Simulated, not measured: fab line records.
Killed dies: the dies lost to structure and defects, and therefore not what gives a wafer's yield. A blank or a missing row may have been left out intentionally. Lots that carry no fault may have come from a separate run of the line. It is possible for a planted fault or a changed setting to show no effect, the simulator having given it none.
Struck lot and sound lot, side by side || flow sky130 || 17 steps out of a route of 708
Sound: these wafers, L934.3, L934.5, L934.6. Wafers L943.1, L943.2, L943.3 were the ones struck. Last of all comes the cause.
Order at every step that has rows: each side's tool, ch and its chambers, its first start. Under that, the readings that differ: sound wafers || struck wafers || difference of the means || sigmas: that difference in standard deviations of wafers without a fault.
alike: a reading whose means differ by less than 2 such deviations, as well as words and numbers matching on both sides. not compared: withheld readings; readings where some wafer has no value; bounds like >300 that might hide an equal value; numbers whose values overlap and for which the record gives no deviation.
Wherever a step has rows on one side only, a row that says differs or no value, or a row with sigmas, the two part there. Non-overlapping numbers with no deviation appear without sigmas and do not part them. A reading missing from all wafers of one side parts the sides only when that side holds two or more wafers.

SKY_NWELL_OVL_MEAS_23:
  sound on overlay-02, day 8 08:30; struck on overlay-02, day 10 18:14
  alike: NWELL_01_OVL
after that, 1 step had no rows for these wafers: SKY_NWELL_IMPLANT_24.
SKY_NWELL_STRIP_25: strips in O2/N2.
  sound on plasma-asher-04 ch 0,1, day 8 08:43; struck on plasma-asher-04 ch 0,1, day 10 18:26
{"reading": "strip-time-to-endpoint-s (s)", "sound": "36.93 36.76 36.87", "struck": "37.27 37.22 37.21", "difference": "+0.38", "sigmas": "+3"}
  alike: chamber-pressure-mTorr, drypump-motor-current-A, oes-product-au
  not compared: rf-hours-counter-h
SKY_NWELL_TW_MEAS_26:
  sound on film-metro-03, day 8 08:48; struck on film-metro-03, day 10 18:32
  alike: NWELL_2_TW
then, 1 step without rows for these wafers: SKY_NWELL_CLEAN_27 (cleans in SC1/SC2, time 150 s).
SKY_NWELL_RTA_28: time 30 s.
  sound on rtp-anneal-01 ch 0, day 8 08:55; struck on rtp-anneal-02 ch 0, day 10 18:38
  alike: anneal-temp-c-max, chamber-o2-ppm, lamp-power-pct, wafer_temp_C_max
SKY_NWELL_RS_MEAS_29: measures by four-point-probe.
  sound on film-metro-02, day 8 09:02; struck on film-metro-03, day 10 18:44
  alike: NWELL_RS
SKY_NWELL_RS_MEAS_31: measures by four-point-probe.
  sound on film-metro-02, day 8 09:16; struck on film-metro-03, day 10 18:59
  alike: PWDE_RS
then, 3 steps without rows for these wafers: SKY_VT_ADJUST_HVTP_DEHYDRATE_00 (time 60 s); SKY_VT_ADJUST_HVTP_HMDS_01 (prime time 60 s); SKY_VT_ADJUST_HVTP_COAT_02 (resist thk 1140 nm).
SKY_VT_ADJUST_HVTP_SOFTBAKE_03: time 60 s.
  sound on litho-track-04 ch 0, day 8 18:53; struck on litho-track-03 ch 0, day 11 06:12
{"reading": "run-length-s (s)", "sound": "89.13 89.26 89.09", "struck": "109.57 109.77 109.57", "difference": "+20.48", "sigmas": "+99 or more"}
{"reading": "model.NOVOLAK_of_VT_ADJUST_HVTP_COAT_02.thk-nm (nm)", "sound": "1149 1148 1149", "struck": "1137 1136 1137", "difference": -12, "sigmas": ""}
  alike: chill-plate-temp-C
then, 2 steps without rows for these wafers: SKY_VT_ADJUST_HVTP_EXPOSE_04 (exposes mask HVTPM, target cd 380 nm); SKY_VT_ADJUST_HVTP_PEB_05.
SKY_VT_ADJUST_HVTP_DEVELOP_06: develop time 60 s.
  sound on litho-track-02 ch 0, day 9 05:55; struck on litho-track-03 ch 0, day 11 17:54
{"reading": "model.NOVOLAK_of_VT_ADJUST_HVTP_COAT_02.thk-nm (nm)", "sound": "1148 1147 1148", "struck": "1137 1135 1137", "difference": -11, "sigmas": ""}
  alike: chill-plate-temp-C
SKY_VT_ADJUST_HVTP_CD_MEAS_07: target cd 380 nm.
  sound on cd-sem-02, day 9 06:04; struck on cd-sem-02, day 11 18:03
{"reading": "cd-nm (nm)", "sound": "376.4 377.6 379.3", "struck": "383.9 383.0 383.7", "difference": "+5.8", "sigmas": "+2"}
after that, 1 step had no rows for these wafers: SKY_PAD_OPEN_PROBE_99.

## WHERE THEY PART
Earliest at SKY_NWELL_STRIP_25; latest, in this record, at SKY_VT_ADJUST_HVTP_CD_MEAS_07.

WHY: whatever the simulator had introduced
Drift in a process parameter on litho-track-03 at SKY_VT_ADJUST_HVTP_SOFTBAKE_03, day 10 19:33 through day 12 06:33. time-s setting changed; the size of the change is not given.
